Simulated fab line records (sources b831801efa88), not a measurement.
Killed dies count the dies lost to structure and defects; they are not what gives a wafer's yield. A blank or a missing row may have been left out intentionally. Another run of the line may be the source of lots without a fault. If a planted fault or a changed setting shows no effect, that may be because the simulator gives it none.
Which tool did it? || flow gf180mcu || Sampling: 24 lots, 72 wafers, 4 of 602 route steps

== WHAT THE GAUGES SHOWED, per wafer ==
GF_V2_BOW_MEAS_05. Usual: for V2_BOW the level is 99 um and the standard deviation is 8.2.
{"lot": "L074", "measured": "day 18 19:36", "on": "film_metro-01", "V2_BOW (um)": "108 98 91", "flag": ""}
{"lot": "L075", "measured": "day 20 06:19", "on": "film_metro-02", "V2_BOW (um)": "104 82 101", "flag": ""}
{"lot": "L076", "measured": "day 20 13:43", "on": "film_metro-02", "V2_BOW (um)": "110 106 99", "flag": ""}
{"lot": "L077", "measured": "day 20 17:43", "on": "film_metro-01", "V2_BOW (um)": "100 91 100", "flag": ""}
{"lot": "L078", "measured": "day 21 00:18", "on": "film_metro-03", "V2_BOW (um)": "84 94 87", "flag": ""}
{"lot": "L079", "measured": "day 21 08:01", "on": "film_metro-03", "V2_BOW (um)": "97 98 92", "flag": ""}
{"lot": "L080", "measured": "day 21 14:52", "on": "film_metro-01", "V2_BOW (um)": "90 91 103", "flag": ""}
{"lot": "L081", "measured": "day 22 03:22", "on": "film_metro-01", "V2_BOW (um)": "94 87 101", "flag": ""}
{"lot": "L083", "measured": "day 22 21:49", "on": "film_metro-02", "V2_BOW (um)": "99 89 105", "flag": ""}
{"lot": "L082", "measured": "day 22 23:32", "on": "film_metro-01", "V2_BOW (um)": "97 95 113", "flag": ""}
{"lot": "L084", "measured": "day 23 01:31", "on": "film_metro-03", "V2_BOW (um)": "107 97 108", "flag": ""}
{"lot": "L085", "measured": "day 23 12:04", "on": "film_metro-02", "V2_BOW (um)": "115 113 106", "flag": ""}
{"lot": "L086", "measured": "day 23 14:41", "on": "film_metro-03", "V2_BOW (um)": "97 115 89", "flag": ""}
{"lot": "L087", "measured": "day 24 08:05", "on": "film_metro-02", "V2_BOW (um)": "96 107 99", "flag": ""}
{"lot": "L088", "measured": "day 24 12:54", "on": "film_metro-01", "V2_BOW (um)": "111 95 109", "flag": ""}
{"lot": "L089", "measured": "day 24 21:07", "on": "film_metro-03", "V2_BOW (um)": "82 98 89", "flag": ""}
{"lot": "L090", "measured": "day 24 23:31", "on": "film_metro-03", "V2_BOW (um)": "105 114 91", "flag": ""}
{"lot": "L091", "measured": "day 25 13:29", "on": "film_metro-02", "V2_BOW (um)": "100 106 101", "flag": ""}
{"lot": "L092", "measured": "day 26 04:08", "on": "film_metro-02", "V2_BOW (um)": "94 91 94", "flag": ""}
{"lot": "L093", "measured": "day 26 08:33", "on": "film_metro-03", "V2_BOW (um)": "100 106 100", "flag": ""}
{"lot": "L094", "measured": "day 26 13:15", "on": "film_metro-02", "V2_BOW (um)": "98 94 95", "flag": ""}
{"lot": "L095", "measured": "day 26 18:08", "on": "film_metro-03", "V2_BOW (um)": "93 95 96", "flag": ""}
{"lot": "L096", "measured": "day 26 21:05", "on": "film_metro-01", "V2_BOW (um)": "108 110 108", "flag": ""}
{"lot": "L097", "measured": "day 27 01:22", "on": "film_metro-03", "V2_BOW (um)": "108 100 93", "flag": ""}

GF_V3_CD_MEAS_14 targets a cd of 260 nm. Usual: 260.4 nm for cd_nm, sd 0.94.
{"lot": "L074", "measured": "day 22 00:01", "on": "cd_sem-02", "cd_nm (nm)": "260.3 259.3 260.2", "flag": ""}
{"lot": "L075", "measured": "day 23 07:59", "on": "cd_sem-01", "cd_nm (nm)": "259.1 259.3 259.0", "flag": ""}
{"lot": "L076", "measured": "day 23 15:22", "on": "cd_sem-01", "cd_nm (nm)": "260.4 259.5 261.4", "flag": ""}
{"lot": "L077", "measured": "day 23 18:44", "on": "cd_sem-02", "cd_nm (nm)": "260.1 260.8 261.7", "flag": ""}
{"lot": "L078", "measured": "day 24 01:19", "on": "cd_sem-01", "cd_nm (nm)": "261.2 260.8 260.4", "flag": ""}
{"lot": "L079", "measured": "day 24 06:50", "on": "cd_sem-01", "cd_nm (nm)": "260.6 260.3 261.3", "flag": ""}
{"lot": "L080", "measured": "day 24 14:10", "on": "cd_sem-01", "cd_nm (nm)": "259.9 260.3 258.4", "flag": ""}
{"lot": "L081", "measured": "day 25 02:05", "on": "cd_sem-01", "cd_nm (nm)": "259.3 260.3 259.2", "flag": ""}
{"lot": "L083", "measured": "day 25 19:29", "on": "cd_sem-01", "cd_nm (nm)": "261.1 259.8 260.0", "flag": ""}
{"lot": "L082", "measured": "day 25 20:56", "on": "cd_sem-01", "cd_nm (nm)": "259.6 261.1 259.3", "flag": ""}
{"lot": "L084", "measured": "day 25 22:54", "on": "cd_sem-02", "cd_nm (nm)": "260.0 261.0 259.6", "flag": ""}
{"lot": "L085", "measured": "day 26 08:04", "on": "cd_sem-01", "cd_nm (nm)": "259.1 259.7 259.2", "flag": ""}
{"lot": "L086", "measured": "day 26 09:50", "on": "cd_sem-01", "cd_nm (nm)": "260.0 259.9 260.6", "flag": ""}
{"lot": "L087", "measured": "day 27 01:32", "on": "cd_sem-02", "cd_nm (nm)": "261.4 259.8 261.2", "flag": ""}
{"lot": "L088", "measured": "day 27 07:19", "on": "cd_sem-01", "cd_nm (nm)": "260.3 261.1 261.1", "flag": ""}
{"lot": "L089", "measured": "day 27 16:02", "on": "cd_sem-02", "cd_nm (nm)": "260.2 260.1 260.7", "flag": ""}
{"lot": "L090", "measured": "day 27 16:05", "on": "cd_sem-01", "cd_nm (nm)": "261.2 260.7 260.5", "flag": ""}
{"lot": "L091", "measured": "day 28 05:38", "on": "cd_sem-01", "cd_nm (nm)": "261.4 260.9 261.2", "flag": ""}
{"lot": "L092", "measured": "day 28 18:58", "on": "cd_sem-02", "cd_nm (nm)": "261.0 260.8 261.0", "flag": ""}
{"lot": "L093", "measured": "day 28 22:32", "on": "cd_sem-01", "cd_nm (nm)": "261.1 261.3 262.2", "flag": ""}
{"lot": "L094", "measured": "day 29 03:38", "on": "cd_sem-01", "cd_nm (nm)": "258.8 258.7 259.6", "flag": ""}
{"lot": "L095", "measured": "day 29 08:14", "on": "cd_sem-02", "cd_nm (nm)": "262.9 260.2 262.9", "flag": ""}
{"lot": "L096", "measured": "day 29 10:26", "on": "cd_sem-02", "cd_nm (nm)": "262.1 261.1 261.1", "flag": ""}
{"lot": "L097", "measured": "day 29 14:28", "on": "cd_sem-02", "cd_nm (nm)": "259.4 260.5 259.6", "flag": ""}

GF_V5_THK_MEAS_03. Usual: for V5_CVD_02_THK the level is 1455 nm and the standard deviation is 21.
{"lot": "L074", "measured": "day 25 23:46", "on": "film_metro-02", "V5_CVD_02_THK (nm)": "1474 1487 1471", "flag": ""}
{"lot": "L075", "measured": "day 27 03:50", "on": "film_metro-02", "V5_CVD_02_THK (nm)": "1423 1469 1476", "flag": ""}
{"lot": "L076", "measured": "day 27 11:04", "on": "film_metro-04", "V5_CVD_02_THK (nm)": "1446 1436 1496", "flag": ""}
{"lot": "L077", "measured": "day 27 13:47", "on": "film_metro-02", "V5_CVD_02_THK (nm)": "1446 1427 1477", "flag": ""}
{"lot": "L078", "measured": "day 27 20:27", "on": "film_metro-04", "V5_CVD_02_THK (nm)": "1428 1426 1448", "flag": ""}
{"lot": "L079", "measured": "day 28 01:19", "on": "film_metro-02", "V5_CVD_02_THK (nm)": "1417 1438 1468", "flag": ""}
{"lot": "L080", "measured": "day 28 07:08", "on": "film_metro-03", "V5_CVD_02_THK (nm)": "1426 1461 1441", "flag": ""}
{"lot": "L081", "measured": "day 28 18:41", "on": "film_metro-02", "V5_CVD_02_THK (nm)": "1438 1448 1442", "flag": ""}
{"lot": "L083", "measured": "day 29 07:39", "on": "film_metro-02", "V5_CVD_02_THK (nm)": "1433 1459 1463", "flag": ""}
{"lot": "L082", "measured": "day 29 09:59", "on": "film_metro-02", "V5_CVD_02_THK (nm)": "1442 1443 1461", "flag": ""}
{"lot": "L084", "measured": "day 29 12:28", "on": "film_metro-04", "V5_CVD_02_THK (nm)": "1478 1447 1493", "flag": ""}
{"lot": "L085", "measured": "day 29 21:29", "on": "film_metro-04", "V5_CVD_02_THK (nm)": "1460 1436 1477", "flag": ""}
{"lot": "L086", "measured": "day 29 21:52", "on": "film_metro-02", "V5_CVD_02_THK (nm)": "1471 1446 1495", "flag": ""}
{"lot": "L087", "measured": "day 30 12:57", "on": "film_metro-03", "V5_CVD_02_THK (nm)": "1455 1455 1465", "flag": ""}
{"lot": "L088", "measured": "day 30 17:28", "on": "film_metro-04", "V5_CVD_02_THK (nm)": "1417 1451 1431", "flag": ""}
{"lot": "L089", "measured": "day 31 01:59", "on": "film_metro-04", "V5_CVD_02_THK (nm)": "1442 1442 1467", "flag": ""}
{"lot": "L090", "measured": "day 31 02:12", "on": "film_metro-04", "V5_CVD_02_THK (nm)": "1467 1474 1496", "flag": ""}
{"lot": "L091", "measured": "day 31 14:19", "on": "film_metro-02", "V5_CVD_02_THK (nm)": "1447 1475 1470", "flag": ""}
{"lot": "L092", "measured": "day 32 01:51", "on": "film_metro-04", "V5_CVD_02_THK (nm)": "1440 1435 1454", "flag": ""}
{"lot": "L093", "measured": "day 32 05:02", "on": "film_metro-03", "V5_CVD_02_THK (nm)": "1432 1467 1433", "flag": ""}
{"lot": "L094", "measured": "day 32 08:47", "on": "film_metro-02", "V5_CVD_02_THK (nm)": "1476 1504 1506", "flag": ""}
{"lot": "L095", "measured": "day 32 15:08", "on": "film_metro-02", "V5_CVD_02_THK (nm)": "1439 1472 1465", "flag": ""}
{"lot": "L096", "measured": "day 32 15:58", "on": "film_metro-04", "V5_CVD_02_THK (nm)": "1443 1485 1472", "flag": ""}
{"lot": "L097", "measured": "day 32 18:32", "on": "film_metro-02", "V5_CVD_02_THK (nm)": "1446 1422 1471", "flag": ""}

== WHICH TOOL RAN EACH LOT (tool, then ch and the chambers of the sampled wafers, then the start) ==
{"lot": "L074", "GF_V4_SPUTTER_21": "pvd_sputter-04, day 24 01:41"}
{"lot": "L075", "GF_V4_SPUTTER_21": "pvd_sputter-03, day 25 08:09"}
{"lot": "L076", "GF_V4_SPUTTER_21": "pvd_sputter-02, day 25 15:26"}
{"lot": "L077", "GF_V4_SPUTTER_21": "pvd_sputter-02, day 25 18:57"}
{"lot": "L078", "GF_V4_SPUTTER_21": "pvd_sputter-04, day 26 01:17"}
{"lot": "L079", "GF_V4_SPUTTER_21": "pvd_sputter-03, day 26 05:25"}
{"lot": "L080", "GF_V4_SPUTTER_21": "pvd_sputter-02, day 26 12:22"}
{"lot": "L081", "GF_V4_SPUTTER_21": "pvd_sputter-02, day 27 00:20"}
{"lot": "L083", "GF_V4_SPUTTER_21": "pvd_sputter-02, day 27 15:59"}
{"lot": "L082", "GF_V4_SPUTTER_21": "pvd_sputter-02, day 27 17:03"}
{"lot": "L084", "GF_V4_SPUTTER_21": "pvd_sputter-04, day 27 19:17"}
{"lot": "L085", "GF_V4_SPUTTER_21": "pvd_sputter-04, day 28 04:40"}
{"lot": "L086", "GF_V4_SPUTTER_21": "pvd_sputter-04, day 28 05:47"}
{"lot": "L087", "GF_V4_SPUTTER_21": "pvd_sputter-03, day 28 20:38"}
{"lot": "L088", "GF_V4_SPUTTER_21": "pvd_sputter-04, day 29 02:23"}
{"lot": "L089", "GF_V4_SPUTTER_21": "pvd_sputter-03, day 29 09:32"}
{"lot": "L090", "GF_V4_SPUTTER_21": "pvd_sputter-03, day 29 10:25"}
{"lot": "L091", "GF_V4_SPUTTER_21": "pvd_sputter-04, day 29 23:32"}
{"lot": "L092", "GF_V4_SPUTTER_21": "pvd_sputter-02, day 30 12:38"}
{"lot": "L093", "GF_V4_SPUTTER_21": "pvd_sputter-02, day 30 16:05"}
{"lot": "L094", "GF_V4_SPUTTER_21": "pvd_sputter-04, day 30 20:31"}
{"lot": "L095", "GF_V4_SPUTTER_21": "pvd_sputter-04, day 31 01:37"}
{"lot": "L096", "GF_V4_SPUTTER_21": "pvd_sputter-02, day 31 03:16"}
{"lot": "L097", "GF_V4_SPUTTER_21": "pvd_sputter-04, day 31 07:02"}
- GF_V4_SPUTTER_21: material Ti, target thk 15 nm, time 80.02 s.

== AS READ BY THE TOOLS THEMSELVES (means over the sampled wafers that have a number; for cases with no such wafer, the mark the record gives instead) ==
GF_V4_SPUTTER_21. Usual: chamber_pressure_pa 5.001 Pa, standard deviation 0.011; substrate_temp_c 200.01 C, standard deviation 0.16; throttle_valve_pct 30.2 %, standard deviation 0.88.
{"lot": "L074", "tool": "pvd_sputter-04", "chamber_pressure_pa (Pa)": 4.998, "substrate_temp_c (C)": 199.80, "throttle_valve_pct (%)": 30.2, "flag": ""}
{"lot": "L075", "tool": "pvd_sputter-03", "chamber_pressure_pa (Pa)": 5.014, "substrate_temp_c (C)": 200.07, "throttle_valve_pct (%)": 29.8, "flag": ""}
{"lot": "L076", "tool": "pvd_sputter-02", "chamber_pressure_pa (Pa)": 4.994, "substrate_temp_c (C)": 199.97, "throttle_valve_pct (%)": 30.1, "flag": ""}
{"lot": "L077", "tool": "pvd_sputter-02", "chamber_pressure_pa (Pa)": 4.991, "substrate_temp_c (C)": 199.99, "throttle_valve_pct (%)": 30.3, "flag": ""}
{"lot": "L078", "tool": "pvd_sputter-04", "chamber_pressure_pa (Pa)": 4.999, "substrate_temp_c (C)": 199.98, "throttle_valve_pct (%)": 30.4, "flag": ""}
{"lot": "L079", "tool": "pvd_sputter-03", "chamber_pressure_pa (Pa)": 5.009, "substrate_temp_c (C)": 199.98, "throttle_valve_pct (%)": 29.9, "flag": ""}
{"lot": "L080", "tool": "pvd_sputter-02", "chamber_pressure_pa (Pa)": 5.000, "substrate_temp_c (C)": 199.97, "throttle_valve_pct (%)": 30.9, "flag": ""}
{"lot": "L081", "tool": "pvd_sputter-02", "chamber_pressure_pa (Pa)": 4.992, "substrate_temp_c (C)": 200.05, "throttle_valve_pct (%)": 30.4, "flag": ""}
{"lot": "L083", "tool": "pvd_sputter-02", "chamber_pressure_pa (Pa)": 5.011, "substrate_temp_c (C)": 199.96, "throttle_valve_pct (%)": 29.8, "flag": ""}
{"lot": "L082", "tool": "pvd_sputter-02", "chamber_pressure_pa (Pa)": 4.988, "substrate_temp_c (C)": 200.02, "throttle_valve_pct (%)": 30.1, "flag": ""}
{"lot": "L084", "tool": "pvd_sputter-04", "chamber_pressure_pa (Pa)": 4.993, "substrate_temp_c (C)": 200.10, "throttle_valve_pct (%)": 29.9, "flag": ""}
{"lot": "L085", "tool": "pvd_sputter-04", "chamber_pressure_pa (Pa)": 4.996, "substrate_temp_c (C)": 199.93, "throttle_valve_pct (%)": 30.3, "flag": ""}
{"lot": "L086", "tool": "pvd_sputter-04", "chamber_pressure_pa (Pa)": 4.991, "substrate_temp_c (C)": 200.07, "throttle_valve_pct (%)": 30.5, "flag": ""}
{"lot": "L087", "tool": "pvd_sputter-03", "chamber_pressure_pa (Pa)": 5.009, "substrate_temp_c (C)": 199.90, "throttle_valve_pct (%)": 30.3, "flag": ""}
{"lot": "L088", "tool": "pvd_sputter-04", "chamber_pressure_pa (Pa)": 4.995, "substrate_temp_c (C)": 199.93, "throttle_valve_pct (%)": 29.9, "flag": ""}
{"lot": "L089", "tool": "pvd_sputter-03", "chamber_pressure_pa (Pa)": 4.988, "substrate_temp_c (C)": 200.07, "throttle_valve_pct (%)": 29.7, "flag": ""}
{"lot": "L090", "tool": "pvd_sputter-03", "chamber_pressure_pa (Pa)": 4.995, "substrate_temp_c (C)": 199.91, "throttle_valve_pct (%)": 29.7, "flag": ""}
{"lot": "L091", "tool": "pvd_sputter-04", "chamber_pressure_pa (Pa)": 5.004, "substrate_temp_c (C)": 200.06, "throttle_valve_pct (%)": 29.9, "flag": ""}
{"lot": "L092", "tool": "pvd_sputter-02", "chamber_pressure_pa (Pa)": 5.007, "substrate_temp_c (C)": 200.08, "throttle_valve_pct (%)": 30.4, "flag": ""}
{"lot": "L093", "tool": "pvd_sputter-02", "chamber_pressure_pa (Pa)": 5.003, "substrate_temp_c (C)": 199.90, "throttle_valve_pct (%)": 31.2, "flag": ""}
{"lot": "L094", "tool": "pvd_sputter-04", "chamber_pressure_pa (Pa)": 5.007, "substrate_temp_c (C)": 200.03, "throttle_valve_pct (%)": 30.1, "flag": ""}
{"lot": "L095", "tool": "pvd_sputter-04", "chamber_pressure_pa (Pa)": 5.001, "substrate_temp_c (C)": 200.08, "throttle_valve_pct (%)": 30.4, "flag": ""}
{"lot": "L096", "tool": "pvd_sputter-02", "chamber_pressure_pa (Pa)": 5.017, "substrate_temp_c (C)": 199.95, "throttle_valve_pct (%)": 31.1, "flag": ""}
{"lot": "L097", "tool": "pvd_sputter-04", "chamber_pressure_pa (Pa)": 5.012, "substrate_temp_c (C)": 199.99, "throttle_valve_pct (%)": 29.7, "flag": ""}

== THE ANSWER, worked out from the rows above alone ==
Rule: take the mean of a lot's wafers that have a number; if it is more than 3 standard deviations from the usual mean, the lot is off. Also off: a lot with no number at a reading for which 4 or more lots have one. The other lots that the step has rows for count as sound. Order of review: gauges by route order, followed by the tools' own readings, for which a lot's mean as printed above is used. The first step at which some lot is off is used, and at that step the reading that is off furthest; a lot without a number counts as furthest.
Nothing can be told from this: no lot is off at any reading shown.

== WHAT HAD BEEN PUT IN BY THE SIMULATOR ==
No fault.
